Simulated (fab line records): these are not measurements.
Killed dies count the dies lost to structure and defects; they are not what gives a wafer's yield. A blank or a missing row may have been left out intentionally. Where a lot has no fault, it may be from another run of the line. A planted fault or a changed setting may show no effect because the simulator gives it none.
Which tool was responsible? + flow gf180mcu + 10 lots with 30 wafers sampled at 5 steps, on a route of 602 steps

WHAT THE GAUGES READ, wafer by wafer
GF_V3_THK_MEAS_01. Usual: V3_CVD_00_THK gives 603 nm (standard deviation 6.8).
| lot  | measured     | on            | V3_CVD_00_THK (nm) | flag |
|------|--------------|---------------|--------------------|------|
| L486 | day 21 07:02 | film metro-02 | 603 589 593        |      |
| L491 | day 23 03:55 | film metro-04 | 598 603 611        |      |
| L494 | day 24 10:32 | film metro-02 | 598 606 601        |      |
| L499 | day 26 05:01 | film metro-04 | 612 617 606        |      |
| L501 | day 26 18:55 | film metro-02 | 604 608 606        |      |
| L505 | day 27 21:31 | film metro-03 | 595 595 588        |      |
| L506 | day 28 06:14 | film metro-04 | 609 603 605        |      |
| L507 | day 28 11:35 | film metro-02 | 602 607 610        |      |
| L508 | day 28 16:49 | film metro-02 | 590 594 601        |      |
| L509 | day 29 03:45 | film metro-02 | 596 599 594        |      |

GF_V3_CD_MEAS_14 targets a cd of 260 nm. Usual: cd nm at 260.2 nm, with a standard deviation of 1.1.
| lot  | measured     | on        | cd nm (nm)        | flag |
|------|--------------|-----------|-------------------|------|
| L486 | day 22 07:22 | cd sem-01 | 259.6 259.4 259.6 |      |
| L491 | day 24 03:29 | cd sem-02 | 258.4 258.8 258.2 |      |
| L494 | day 25 08:55 | cd sem-01 | 259.6 259.8 259.3 |      |
| L499 | day 27 02:32 | cd sem-01 | 258.8 260.8 259.8 |      |
| L501 | day 27 15:37 | cd sem-02 | 258.5 259.7 258.8 |      |
| L505 | day 28 17:00 | cd sem-01 | 259.9 260.1 261.8 |      |
| L506 | day 29 01:47 | cd sem-01 | 259.8 259.6 261.3 |      |
| L507 | day 29 05:46 | cd sem-01 | 260.5 260.3 261.2 |      |
| L508 | day 29 11:56 | cd sem-01 | 259.1 259.9 259.2 |      |
| L509 | day 29 23:06 | cd sem-02 | 262.4 261.7 261.5 |      |

GF_TOP_METAL_RS_MEAS_05: measures by four-point-probe. Usual: TOP_METAL_ALCU_RS gives 0.03262 ohm/sq (standard deviation 0.0003).
| lot  | measured     | on            | TOP_METAL_ALCU_RS (ohm/sq)                     | flag |
|------|--------------|---------------|------------------------------------------------|------|
| L486 | day 27 05:31 | film metro-02 | 0.03296 0.033 0.0325                           |      |
| L491 | day 28 18:42 | film metro-02 | 0.03247 0.03296 0.03266                        |      |
| L494 | day 29 19:43 | film metro-04 | 0.03286 0.0366 0.03295 0.03283 0.03666 0.03287 | OFF  |
| L499 | day 31 09:17 | film metro-04 | 0.03216 0.03273 0.0326                         |      |
| L501 | day 31 20:34 | film metro-01 | 0.03262 0.03246 0.03263                        |      |
| L505 | day 32 19:09 | film metro-02 | 0.03265 0.03299 0.0328                         |      |
| L506 | day 33 01:40 | film metro-02 | 0.03262 0.03257 0.03232                        |      |
| L507 | day 33 05:08 | film metro-02 | 0.03211 0.03218 0.03228                        |      |
| L508 | day 33 10:23 | film metro-02 | 0.03292 0.0329 0.03291                         |      |
| L509 | day 33 20:07 | film metro-04 | 0.03207 0.03207 0.03237                        |      |

GF_TOP_METAL_THK_MEAS_06: measures by xrf. Usual: TOP_METAL_ALCU_THK gives 914 nm (standard deviation 9.7).
| lot  | measured     | on            | TOP_METAL_ALCU_THK (nm) | flag |
|------|--------------|---------------|-------------------------|------|
| L486 | day 27 05:38 | film metro-02 | 905 901 917             |      |
| L491 | day 28 18:47 | film metro-02 | 919 908 914             |      |
| L494 | day 30 16:26 | film metro-04 | 898 811 901 892 808 896 | OFF  |
| L499 | day 31 09:23 | film metro-04 | 921 909 908             |      |
| L501 | day 31 20:41 | film metro-01 | 912 918 917             |      |
| L505 | day 32 19:16 | film metro-02 | 919 906 909             |      |
| L506 | day 33 01:46 | film metro-02 | 912 914 920             |      |
| L507 | day 33 05:16 | film metro-02 | 924 927 926             |      |
| L508 | day 33 10:30 | film metro-02 | 908 911 912             |      |
| L509 | day 33 20:14 | film metro-04 | 921 919 913             |      |

EACH LOT AND THE TOOL THAT RAN IT (in order: tool; ch and the chambers of the sampled wafers; start)
| lot  | GF_TOP_METAL_SPUTTER_02      |
|------|------------------------------|
| L486 | pvd sputter-04, day 27 05:25 |
| L491 | pvd sputter-03, day 28 18:34 |
| L494 | pvd sputter-03, day 29 19:37 |
| L499 | pvd sputter-02, day 31 09:10 |
| L501 | pvd sputter-02, day 31 20:29 |
| L505 | pvd sputter-02, day 32 19:04 |
| L506 | pvd sputter-02, day 33 01:33 |
| L507 | pvd sputter-03, day 33 05:03 |
| L508 | pvd sputter-04, day 33 10:17 |
| L509 | pvd sputter-03, day 33 20:01 |
- GF_TOP_METAL_SPUTTER_02: material AlCu, target thk 900 nm, time 47.82 s.

AS READ BY THE TOOLS THEMSELVES (means over the sampled wafers that have a number; for cases with no such wafer, the mark the record gives instead)
GF_TOP_METAL_SPUTTER_02. Usual: throttle valve pct at 30.0 %, with a standard deviation of 0.88.
| lot  | tool           | throttle valve pct (%) | flag |
|------|----------------|------------------------|------|
| L486 | pvd sputter-04 | 30.3                   |      |
| L491 | pvd sputter-03 | 30.1                   |      |
| L494 | pvd sputter-03 | 30.2                   |      |
| L499 | pvd sputter-02 | 29.8                   |      |
| L501 | pvd sputter-02 | 29.8                   |      |
| L505 | pvd sputter-02 | 29.7                   |      |
| L506 | pvd sputter-02 | 29.2                   |      |
| L507 | pvd sputter-03 | 30.6                   |      |
| L508 | pvd sputter-04 | 30.2                   |      |
| L509 | pvd sputter-03 | 30.1                   |      |

THE ANSWER, worked out from the rows above alone
Rule: lot off if the mean of its wafers having a number is beyond 3 standard deviations from the usual mean. Also off: a lot with no number at a reading for which 4 or more lots have one. Any other lot the step has rows for is counted as sound. The gauges are gone through in route order, then the tools' own readings, and for those a lot's mean is taken as printed above. At the first step where some lot is off, the reading lying furthest off is the one used; lots without a number count as furthest.
Off: L494, at GF_TOP_METAL_RS_MEAS_05 (TOP_METAL_ALCU_RS).
If a tool, at a process step before that reading, ran all the lots that are off and no sound lot after the first of them, it fits. The gauges at GF_TOP_METAL_RS_MEAS_05 are tried like those tools. None of those tried fits.

WHAT THE SIMULATOR HAD PUT IN
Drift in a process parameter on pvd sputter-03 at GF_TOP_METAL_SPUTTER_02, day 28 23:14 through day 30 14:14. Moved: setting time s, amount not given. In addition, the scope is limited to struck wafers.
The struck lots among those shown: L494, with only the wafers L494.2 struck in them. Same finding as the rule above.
